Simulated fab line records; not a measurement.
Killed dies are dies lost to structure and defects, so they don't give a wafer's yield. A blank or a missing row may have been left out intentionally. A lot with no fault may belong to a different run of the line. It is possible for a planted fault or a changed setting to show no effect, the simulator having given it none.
A struck lot beside a sound one -- flow gf180mcu -- 17 out of 602 route steps
Sound: the wafers L922.2, L922.3, L922.6. Struck: wafers L909.2, L909.6. (L909.3 of the same lot was not struck and is left out.) The cause comes at the end.
Each step with rows lists, per side, the tool, then ch with its chambers, then its first start. Under that, the readings that differ: sound wafers -- struck wafers -- difference of the means -- sigmas: that difference in standard deviations of wafers without a fault.
alike: readings whose means differ by less than 2 such deviations, and words and numbers that are the same on both sides. not compared: withheld readings, readings that some wafer has no value for, bounds like >300 that may hide the same value, and numbers for which the record gives no deviation and whose values overlap.
Wherever a step has rows on one side only, a row that says differs or no value, or a row with sigmas, the two part there. When numbers do not overlap yet have no deviation, they are printed without sigmas and do not part them. A reading that every wafer of one side lacks parts them only if that side has two wafers or more.

first, 4 steps without rows for these wafers: GF_M2_SOFTBAKE_10 (time 60 s); GF_M2_EXPOSE_11 (exposes mask Metal2, target cd 280 nm); GF_M2_PEB_12 (peb time 90 s); GF_M2_DEVELOP_13 (develop time 60 s).
GF_M2_CD_MEAS_14: target cd 280 nm.
  sound: cd sem-02 at day 25 11:13; struck: cd sem-02 at day 20 20:38
  alike: cd nm
GF_M2_OVL_MEAS_15:
  sound: overlay-01 at day 25 11:19; struck: overlay-01 at day 20 20:44
  alike: M2_OVL
GF_M2_METAL_ETCH_16: etches the open film in Cl2/BCl3, stops on SiO2, target depth 750.8 nm, time 125.1 s.
  sound on rie metal-01 ch 0,1, day 25 11:21; struck on rie metal-01 ch 0, day 20 20:49
  alike: chamber pressure mTorr, drypump motor current A, oes product au, throttle valve pct
  not compared: rf hours counter h
GF_M2_STRIP_17: strips in O2/N2.
  sound on plasma asher-02 ch 0,1, day 25 11:29; struck on plasma asher-04 ch 0,1, day 20 21:01
  alike: chamber pressure mTorr, drypump motor current A, heater power w, oes product au, platen temp c, strip time to endpoint s
  not compared: rf hours counter h
then, 3 steps without rows for these wafers: GF_M2_STRIP_18 (strips in post etch residue remover, time 1200 s); GF_M2_CLEAN_19 (cleans in DIW); GF_V2_CVD_00 (deposits SiO2, target thk 600 nm, time 100 s).
GF_V2_THK_MEAS_01:
  sound: film metro-04 at day 25 12:08; struck: film metro-04 at day 20 21:40
reading,sound,struck,difference,sigmas
V2_CVD_00_THK (nm),612 612 601,575 603,-19,-2
GF_V2_CVD_02: deposits SiO2 from TEOS, target thk 850 nm, time 94.851 s.
  sound on pecvd-04 ch 0,1, day 25 12:11; struck on pecvd-04 ch 0,1, day 20 21:43
reading,sound,struck,difference,sigmas
model.SiO2_of_V2_CVD_02.thk nm (nm),842 839.4 858.3,1591 1629,+763,
  alike: heater power w
GF_V2_THK_MEAS_03:
  sound: film metro-02 at day 25 12:16; struck: film metro-04 at day 20 21:48
reading,sound,struck,difference,sigmas
V2_CVD_02_THK (nm),841 840 858,1591 1628,+763,+55
GF_V2_CMP_04: polishes SiO2.
  sound on cmp-01 ch 1,3, day 25 12:19; struck on cmp-02 ch 3, day 20 21:54
reading,sound,struck,difference,sigmas
time to endpoint s (s),78 74 78,362 366,+287,+38
  alike: motor current A, retaining ring pressure frac
GF_V2_BOW_MEAS_05:
  sound: film metro-04 at day 25 12:38; struck: film metro-04 at day 20 22:10
  alike: V2_BOW
after that, 1 step had no rows for these wafers: GF_PASSIVATION_PROBE_99.

WHERE THEY PART
At GF_V2_THK_MEAS_01 first; at GF_V2_CMP_04 last (within this record only). Later steps at which nothing parts them and some readings are alike: GF_V2_BOW_MEAS_05.

WHY: whatever the simulator had introduced
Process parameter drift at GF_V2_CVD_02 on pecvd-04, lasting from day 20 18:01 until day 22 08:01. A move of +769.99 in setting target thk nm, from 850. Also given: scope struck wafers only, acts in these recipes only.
